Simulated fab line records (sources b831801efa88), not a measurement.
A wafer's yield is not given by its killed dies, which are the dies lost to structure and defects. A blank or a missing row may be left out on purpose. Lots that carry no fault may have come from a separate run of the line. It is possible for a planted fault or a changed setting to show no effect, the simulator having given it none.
Problem report in the 8D (eight disciplines) form, filled by code | flow gf180mcu | the parts of the form that need people (team, actions taken, sign-off) are left out

== 1. WHAT IS WRONG ==
Mean CONTACT_CVD_00_THK at GF_CONTACT_THK_MEAS_01: 256 nm over 9 wafers in 3 lots; fault-free wafers: 301 nm, standard deviation 4.2. That puts it -11 standard deviations away from the usual mean.
First seen on wafer L357.3, day 22 03:35, on film-metro-04. The record has a number at this step for 39 wafers belonging to 13 lots. By rule, "out" or "out of limits" means more than 4 standard deviations away from the usual mean. All remaining wafers that have a number are taken as sound.

== 2. WHAT IT IS, WHAT IT ISN'T ==
question                    | is                           | is not
which readings at this step | CONTACT_CVD_00_THK           | -
which lots                  | L357, L358, L360             | L339, L341, L343, L344, L345, L346, L347, L348, L356, L359
which wafers of those lots  | all that have a number       | -
read on which gauges        | film-metro-02, film-metro-04 | film-metro-01
when                        | from day 22 03:35            | up to then (27 sound wafers); but 3 sound wafers of L359 came after

== 3. SUSPECTS, AND WHAT RULES EACH OUT ==
Counting: a tool at a process step up to the reading stays a suspect if it ran every lot that is out and no sound lot after the first of them.
- the gauge at GF_CONTACT_THK_MEAS_01 has been ruled out. The wafers that are out were read on 2 gauges (film-metro-02, film-metro-04).
- hdpcvd-01 at GF_CONTACT_CVD_00 (deposits SiO2, target thk 300 nm, time 50 s): kept. Every lot that is out went through it, starting with L357 (day 22 03:31), and after that it ran no sound lot; the last sound lot it ran before then is L356 (day 21 22:12). Its own sih4-flow-sccm readings are out on those wafers.
The count leaves hdpcvd-01 at GF_CONTACT_CVD_00.

== 4. THE CAUSE (what the simulator had put in) ==
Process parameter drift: hdpcvd-01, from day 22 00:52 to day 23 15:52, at GF_CONTACT_CVD_00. From 60, the setting sih4-flow-sccm moved by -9. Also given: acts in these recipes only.
Only this tool survived the counting.

== 5. SEQUENCE OF EFFECTS, ordered by route ==
One row per reading whose mean, taken over the struck wafers that have a number, lies over 3 standard deviations from the usual. Readings are gone through only where the record gives a usual standard deviation; hours: the median, over the lots, of the time from a lot's start at the first step in this table giving one to that lot's start at this step; sigmas: the change measured in usual standard deviations.
hours | step                   | reading            | usual      | on struck wafers | change | sigmas
0     | GF_CONTACT_CVD_00      | sih4-flow-sccm     | 60.04 sccm | 51.04            | -9.00  | -53
0     | GF_CONTACT_THK_MEAS_01 | CONTACT_CVD_00_THK | 301 nm     | 256              | -45    | -11
-     | GF_CONTACT_ETCH_17     | oes-product-au     | 0.815 a.u. | 0.791            | -0.024 | -4.5
The process steps in it:
- GF_CONTACT_CVD_00: deposits SiO2, target thk 300 nm, time 50 s.
- GF_CONTACT_ETCH_17: etches SiO2 in C4F8/O2/Ar, stops on CoSi2, target depth 860 nm.
Later steps that measure or inspect, where all struck wafers having a row at the step show a number for every such reading and not one has moved that far: GF_CONTACT_OVL_MEAS_15.

== 6. WHAT WOULD HAVE CAUGHT IT SOONER ==
3 hours passed between the start of the fault at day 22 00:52 and the first reading out of limits at a measuring or inspecting step in this record, taken at day 22 03:35.
At GF_CONTACT_CVD_00, the tool's own readings (sih4-flow-sccm) were out on each struck wafer the step has a row for, so an alarm limit on them would have fired on the first such wafer.
Lots out: 3; of these, L358, L360 started GF_CONTACT_CVD_00 on hdpcvd-01 after day 22 03:35. A hold on the tool at that time would have spared those 2.
